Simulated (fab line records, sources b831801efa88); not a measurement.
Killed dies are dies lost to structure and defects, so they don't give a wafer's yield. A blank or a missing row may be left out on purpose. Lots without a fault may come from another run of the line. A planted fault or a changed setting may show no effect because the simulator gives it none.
A struck lot beside a sound one | flow sky130 | 44 steps out of a route of 708
Sound: wafers L958.2, L958.4, L958.6. Struck: wafers L969.2, L969.3, L969.4. The cause comes at the end.
At each step with rows: each side's tool, then ch and its chambers, then its first start. Under that, the readings that differ: sound wafers | struck wafers | difference of the means | sigmas: that difference in standard deviations of wafers without a fault.
alike: readings whose means differ by less than 2 such deviations, and words and numbers that are the same on both sides. not compared: withheld readings, readings that some wafer has no value for, bounds like >300 that may hide the same value, and numbers for which the record gives no deviation and whose values overlap.
The two part at a step that has a row with sigmas, a row that says differs or no value, or rows on one side only. Numbers that don't overlap but have no deviation are shown without sigmas and don't part them. A reading that every wafer of one side lacks parts them only if that side has two wafers or more.

first, 4 steps without rows for these wafers: SKY_VIA2_CLEAN_18 (cleans in IPA, time 180 s); SKY_VIA2_CLEAN_19 (cleans in O3/DIW); SKY_VIA2_SPUTTER_20 (material TiN, target thk 20 nm, time 80 s); SKY_VIA2_CVD_21 (deposits W, target thk 420 nm, time 126.4 s).
SKY_VIA2_RS_MEAS_22: measures by four-point-probe.
  sound on film_metro-04, day 36 09:28; struck on film_metro-04, day 39 18:08
  alike: VIA2_W_RS
SKY_VIA2_THK_MEAS_23: measures by xrf.
  sound on film_metro-04, day 36 09:34; struck on film_metro-04, day 39 18:15
  alike: VIA2_W_THK
SKY_VIA2_CMP_24: polishes, stops on SiO2, t overpolish 20 s, target thk 0 nm.
  sound on cmp-01 ch 0,1,3, day 36 09:37; struck on cmp-01 ch 1,2,3, day 39 21:59
  alike: motor_current_A, overpolish_run_s, slurry_filter_dp_kPa, slurry_flow_ml_min, time_to_endpoint_s
then, 1 step without rows for these wafers: SKY_METAL3_SPUTTER_00 (material Ti, target thk 15 nm, time 10 s).
SKY_METAL3_SPUTTER_01: material TiN, target thk 20 nm, time 16.7 s.
  sound on pvd_sputter-02, day 36 09:57; struck on pvd_sputter-01, day 39 22:19
  alike: throttle_valve_pct
then, 3 steps without rows for these wafers: SKY_METAL3_SPUTTER_02 (material AlCu, target thk 735 nm, time 39.1 s); SKY_METAL3_SPUTTER_03 (material Ti, target thk 5 nm, time 3.3 s); SKY_METAL3_SPUTTER_04 (material TiN, target thk 70 nm, time 58.3 s).
SKY_CAPM_CVD_00: deposits SiO2, target thk 15.5 nm.
  sound on pecvd-02 ch 0,2, day 36 10:05; struck on pecvd-02 ch 0,1, day 39 22:26
  reading                               | sound             | struck           | difference | sigmas
  model.SiO2_of_CAPM_CVD_00.thk_nm (nm) | 15.48 15.65 15.83 | 15.95 16.08 16.3 | +0.46      |
  alike: heater_power_w
SKY_CAPM_THK_MEAS_01:
  sound on film_metro-03, day 36 10:07; struck on film_metro-02, day 39 22:29
  alike: CAPM_CVD_00_THK
SKY_CAPM_SPUTTER_02: material TiN, target thk 200 nm, time 166.7 s.
  sound on pvd_sputter-01, day 36 10:10; struck on pvd_sputter-03, day 39 22:32
  alike: throttle_valve_pct
SKY_CAPM_RS_MEAS_03: measures by four-point-probe.
  sound on film_metro-04, day 36 10:17; struck on film_metro-04, day 39 22:40
  reading              | sound          | struck         | difference | sigmas
  CAPM_TIN_RS (ohm/sq) | 6.88 6.92 6.94 | 6.76 6.70 6.78 | -0.17      | -2
SKY_CAPM_THK_MEAS_04: measures by xrf.
  sound on film_metro-04, day 36 10:24; struck on film_metro-04, day 39 22:46
  reading           | sound             | struck            | difference | sigmas
  CAPM_TIN_THK (nm) | 202.1 201.1 200.5 | 206.7 208.8 207.1 | +6.3       | +3
then, 7 steps without rows for these wafers: SKY_CAPM_DEHYDRATE_05 (time 60 s); SKY_CAPM_HMDS_06 (prime time 60 s); SKY_CAPM_COAT_07 (resist thk 1140 nm); SKY_CAPM_SOFTBAKE_08 (time 60 s); SKY_CAPM_EXPOSE_09 (exposes mask CAPM, target cd 1000 nm); SKY_CAPM_PEB_10; SKY_CAPM_DEVELOP_11 (develop time 60 s).
SKY_CAPM_OVL_MEAS_12:
  sound on overlay-02, day 37 11:27; struck on overlay-01, day 40 21:45
  alike: CAPM_OVL
then, 1 step without rows for these wafers: SKY_CAPM_METAL_ETCH_13 (etches TiN in Cl2/BCl3, stops on SiO2, target depth 220 nm, time 62.9 s).
SKY_CAPM_STRIP_14: strips in O2/N2.
  sound on plasma_asher-01 ch 0,1, day 37 11:34; struck on plasma_asher-04 ch 0,1, day 40 21:52
  alike: drypump_motor_current_A, oes_product_au, strip_time_to_endpoint_s
  not compared: rf_hours_counter_h
then, 11 steps without rows for these wafers: SKY_CAPM_STRIP_15 (strips in post etch residue remover, time 1200 s); SKY_CAPM_CLEAN_16 (cleans in IPA, time 180 s); SKY_CAPM_CLEAN_17 (cleans in O3/DIW); SKY_METAL3_DEHYDRATE_05 (time 60 s); SKY_METAL3_HMDS_06 (prime time 60 s); SKY_METAL3_COAT_07 (resist thk 60 nm); SKY_METAL3_COAT_08 (resist thk 1140 nm); SKY_METAL3_SOFTBAKE_09 (time 90 s); SKY_METAL3_EXPOSE_10 (exposes mask MM3, target cd 300 nm); SKY_METAL3_PEB_11; SKY_METAL3_DEVELOP_12 (develop time 60 s).
SKY_METAL3_CD_MEAS_13: target cd 300 nm.
  sound on cd_sem-02, day 38 13:26; struck on cd_sem-01, day 41 22:05
  alike: cd_nm
SKY_METAL3_OVL_MEAS_14:
  sound on overlay-02, day 38 13:32; struck on overlay-01, day 41 22:11
  alike: METAL3_OVL
SKY_METAL3_DESCUM_15: chemistry O2, time 8 s.
  sound on rie_metal-02 ch 1, day 38 13:34; struck on rie_metal-02 ch 0,1, day 41 22:13
  alike: drypump_motor_current_A, he_backside_leak_sccm, oes_product_au
  not compared: rf_hours_counter_h
then, 1 step without rows for these wafers: SKY_METAL3_ETCH_16 (etches BARC in N2/H2, stops on SiO2, time 88.2 s, target depth 60 nm).
SKY_METAL3_ETCH_17: etches SiO2 in C4F8/O2/Ar, stops on TiN, time 3.9 s, target depth 15 nm.
  sound on rie_diel-04 ch 1,2, day 38 13:42; struck on rie_diel-02 ch 1,2,3, day 41 22:21
  reading                  | sound             | struck           | difference | sigmas
  model.etch.depth_nm (nm) | 15.48 15.65 15.83 | 15.95 16.08 16.3 | +0.46      |
  alike: oes_product_au
  not compared: rf_hours_counter_h
-- the record jumps here: 7 days lie between the struck wafers' starts before and after (it left off in module METAL3 and takes up again in module PAD_OPEN, whose first step shown is number 708 of the route) --
SKY_PAD_OPEN_PROBE_99:
  sound on prober-01, day 45 21:28; struck on prober-02, day 48 15:23
  reading                              | sound                | struck               | difference | sigmas
  model.etest.cap_mim.bv_v (V)         | 13.83 13.65 13.95    | 14.86 14.79 14.49    | +0.90      |
  model.etest.cap_mim.leak_log10_a_cm2 | -8.888 -9.021 -9.134 | -9.332 -9.316 -9.186 | -0.264     |
  alike: defect_limited_yield, killed_at_M0_to_M3, killed_at_M4_up, killed_at_contacts, killed_at_front_end, killed_at_other, killed_dies, killed_open, killed_short, sort_bin_3_pad_short, sort_bin_5_function, sort_bin_6_memory, sort_n_pass, sort_yield_pct
  not compared: model.etest.cap_mim.c_ff_um2

WHERE THEY PART
First at SKY_CAPM_RS_MEAS_03; last, within this record, at SKY_CAPM_THK_MEAS_04. Later steps at which nothing parts them and some readings are alike: SKY_CAPM_OVL_MEAS_12, SKY_CAPM_STRIP_14, SKY_METAL3_CD_MEAS_13, SKY_METAL3_OVL_MEAS_14, SKY_METAL3_DESCUM_15, SKY_METAL3_ETCH_17, SKY_PAD_OPEN_PROBE_99.

WHY: what the simulator had put in
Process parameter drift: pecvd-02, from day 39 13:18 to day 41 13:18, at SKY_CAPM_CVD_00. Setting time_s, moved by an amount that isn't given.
